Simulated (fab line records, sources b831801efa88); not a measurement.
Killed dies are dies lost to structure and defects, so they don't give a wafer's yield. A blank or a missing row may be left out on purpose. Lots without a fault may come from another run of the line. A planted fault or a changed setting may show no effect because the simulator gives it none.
A struck lot beside a sound one | flow sfq_line | 24 steps out of a route of 325
Sound: wafers L816.1, L816.3, L816.5. Struck: wafers L819.2, L819.5, L819.6. The cause comes at the end.
At each step with rows: each side's tool, then ch and its chambers, then its first start. Under that, the readings that differ: sound wafers | struck wafers | difference of the means | sigmas: that difference in standard deviations of wafers without a fault.
alike: readings whose means differ by less than 2 such deviations, and words and numbers that are the same on both sides. not compared: withheld readings, readings that some wafer has no value for, bounds like >300 that may hide the same value, and numbers for which the record gives no deviation and whose values overlap.
The two part at a step that has a row with sigmas, a row that says differs or no value, or rows on one side only. Numbers that don't overlap but have no deviation are shown without sigmas and don't part them. A reading that every wafer of one side lacks parts them only if that side has two wafers or more.

first, 6 steps without rows for these wafers: SFQ_TRILAYER_I6_VIA_LITHO_COAT_174 (resist thk 62 nm); SFQ_TRILAYER_I6_VIA_LITHO_COAT_169 (resist thk 650 nm); SFQ_TRILAYER_I6_VIA_LITHO_SOFTBAKE_173; SFQ_TRILAYER_I6_VIA_LITHO_EXPOSE_170 (exposes mask I6, target cd 700 nm); SFQ_TRILAYER_I6_VIA_LITHO_PEB_172 (peb time 60 s); SFQ_TRILAYER_I6_VIA_LITHO_DEVELOP_171 (time 60 s).
SFQ_I6_OVL_MEAS_942:
  sound on overlay-01, day 78 23:29; struck on overlay-01, day 79 10:18
  alike: I6_OVL
SFQ_TRILAYER_I6_VIA_BARC_OPEN_VIA_ETCH_235: etches BARC in O2, target depth 125 nm, time 41.7 s.
  sound on rie_diel-01 ch 0,1,2, day 78 23:32; struck on rie_diel-02 ch 0,1,2, day 79 10:20
  alike: drypump_motor_current_A, oes_product_au, rf_fwd_power_W
  not compared: rf_hours_counter_h
SFQ_TRILAYER_I6_VIA_ETCH_VIA_ETCH_172: etches SiO2 in CHF3, stops on Nb, target depth 260 nm.
  sound on rie_diel-01 ch 0,1,2, day 78 23:34; struck on rie_diel-02 ch 0,1,2, day 79 10:22
  alike: drypump_motor_current_A, oes_product_au, rf_fwd_power_W
SFQ_TRILAYER_I6_VIA_STRIP_STRIP_173: strips in O2.
  sound on rie_metal-01 ch 0,1, day 78 23:41; struck on rie_metal-02 ch 0,1, day 79 10:29
  alike: drypump_motor_current_A, oes_product_au
  not compared: rf_hours_counter_h
then, 2 steps without rows for these wafers: SFQ_TRILAYER_I6_VIA_STRIP_SOLV_CLEAN_174 (cleans in NMP, time 600 s); SFQ_TRILAYER_M7_DEP_PRE_CLEAN_176 (time 22.5 s).
SFQ_TRILAYER_M7_DEP_SPUTTER_175: material Nb, target thk 200 nm, time 133.3 s.
  sound on pvd_sputter-04, day 79 00:29; struck on pvd_sputter-05, day 79 11:32
  alike: cathode_dc_power_W, throttle_valve_pct
SFQ_M7_RS_MEAS_943: measures by four-point-probe.
  sound on film_metro-01, day 79 00:35; struck on film_metro-03, day 79 11:39
  reading           | sound             | struck            | difference | sigmas
  M7_NB_RS (ohm/sq) | 0.889 0.892 0.893 | 0.447 0.449 0.448 | -0.443     | -59
then, 6 steps without rows for these wafers: SFQ_TRILAYER_M7_LITHO_COAT_182 (resist thk 62 nm); SFQ_TRILAYER_M7_LITHO_COAT_177 (resist thk 600 nm); SFQ_TRILAYER_M7_LITHO_SOFTBAKE_181; SFQ_TRILAYER_M7_LITHO_EXPOSE_178 (exposes mask M7, target cd 500 nm); SFQ_TRILAYER_M7_LITHO_PEB_180 (peb time 60 s); SFQ_TRILAYER_M7_LITHO_DEVELOP_179 (time 60 s).
SFQ_M7_OVL_MEAS_945:
  sound on overlay-02, day 79 04:13; struck on overlay-02, day 79 14:16
  alike: M7_OVL
SFQ_TRILAYER_M7_BARC_OPEN_METAL_ETCH_229: etches BARC in O2, target depth 125 nm, time 41.7 s.
  sound on rie_metal-01 ch 0,1, day 79 04:14; struck on rie_metal-01 ch 0,1, day 79 14:17
  alike: drypump_motor_current_A, oes_product_au, rf_fwd_power_W
  not compared: rf_hours_counter_h
SFQ_TRILAYER_M7_ETCH_METAL_ETCH_180: etches Nb in Cl2/Ar, stops on SiO2, target depth 240 nm, time 120 s.
  sound on rie_metal-01 ch 0,1, day 79 04:18; struck on rie_metal-01 ch 0,1, day 79 14:20
  reading                        | sound             | struck            | difference | sigmas
  oes_product_au (a.u.)          | 0.892 0.898 0.895 | 1.014 1.013 0.999 | +0.114     | +17
  model.etch.depth_nm (nm)       | 199.9 200.1 199.1 | 244.6 244.4 239.9 | +43.3      |
  model.M7.feature_depth_nm (nm) | 199.9 200.1 199.1 | 244.6 244.4 239.9 | +43.3      |
  alike: drypump_motor_current_A, rf_fwd_power_W
  not compared: rf_hours_counter_h
SFQ_TRILAYER_M7_STRIP_STRIP_181: strips in O2.
  sound on rie_metal-01 ch 0,1, day 79 04:26; struck on rie_metal-01 ch 0,1, day 79 14:28
  alike: drypump_motor_current_A, oes_product_au
  not compared: rf_hours_counter_h

WHERE THEY PART
First at SFQ_M7_RS_MEAS_943; last, within this record, at SFQ_TRILAYER_M7_ETCH_METAL_ETCH_180. Later steps at which nothing parts them and some readings are alike: SFQ_TRILAYER_M7_STRIP_STRIP_181.

WHY: what the simulator had put in
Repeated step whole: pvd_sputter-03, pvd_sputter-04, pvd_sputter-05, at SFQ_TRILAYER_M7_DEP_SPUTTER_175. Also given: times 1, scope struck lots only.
